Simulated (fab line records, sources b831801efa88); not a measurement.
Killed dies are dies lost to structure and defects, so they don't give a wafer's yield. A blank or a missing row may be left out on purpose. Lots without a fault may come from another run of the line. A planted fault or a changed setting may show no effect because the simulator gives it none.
Chamber matching | flow sky130 | SKY_VIA3_ETCH_14 on rie_diel-04: 4 sister chambers
The step etches BARC in N2/H2, stops on SiO2, time 45.9 s, target depth 60 nm. 4 wafers are shown with their chamber, then 10 later ones without.

WAFERS WITH THEIR CHAMBER
wafer  | chamber | drypump_motor_current_A (A)
L079.3 | 3       | 5.4
L079.4 | 0       | 5.0
L083.3 | 2       | 5.2
L083.4 | 1       | 6.3

WAFERS WITHOUT THEIR CHAMBER
wafer  | drypump_motor_current_A (A)
L083.5 | 5.0
L085.2 | 6.3
L085.3 | 5.1
L085.4 | 5.2
L087.1 | 6.3
L087.4 | 5.5
L087.6 | 5.4
L097.2 | 5.0
L097.3 | 6.3
L097.6 | 5.5

WHICH CHAMBER EACH WENT THROUGH
wafer  | from the rows above     | in truth
L083.5 | 0                       | 0
L085.2 | 1                       | 1
L085.3 | can't be placed: 0 or 2 | 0
L085.4 | 2                       | 2
L087.1 | 1                       | 1
L087.4 | 3                       | 3
L087.6 | 3                       | 3
L097.2 | 0                       | 0
L097.3 | 1                       | 1
L097.6 | 3                       | 3
Placed correctly: 9 of 10. Can't be placed from these rows: 1 (the true chamber is among the candidates in 1). Placed wrongly: 0.
How it was worked out, from the rows above alone: a wafer's distance from a chamber is the root of the sum, over the readings, of the square of ((its reading less the chamber's mean) divided by the reading's scatter). The wafer belongs to the nearest chamber; if the next one is less than 2 further off, it can't be placed. A chamber's mean is the mean of its shown wafers. The scatter: with one shown wafer a chamber, the root of the mean of the squares of how far each hidden wafer lies from its nearest shown one.
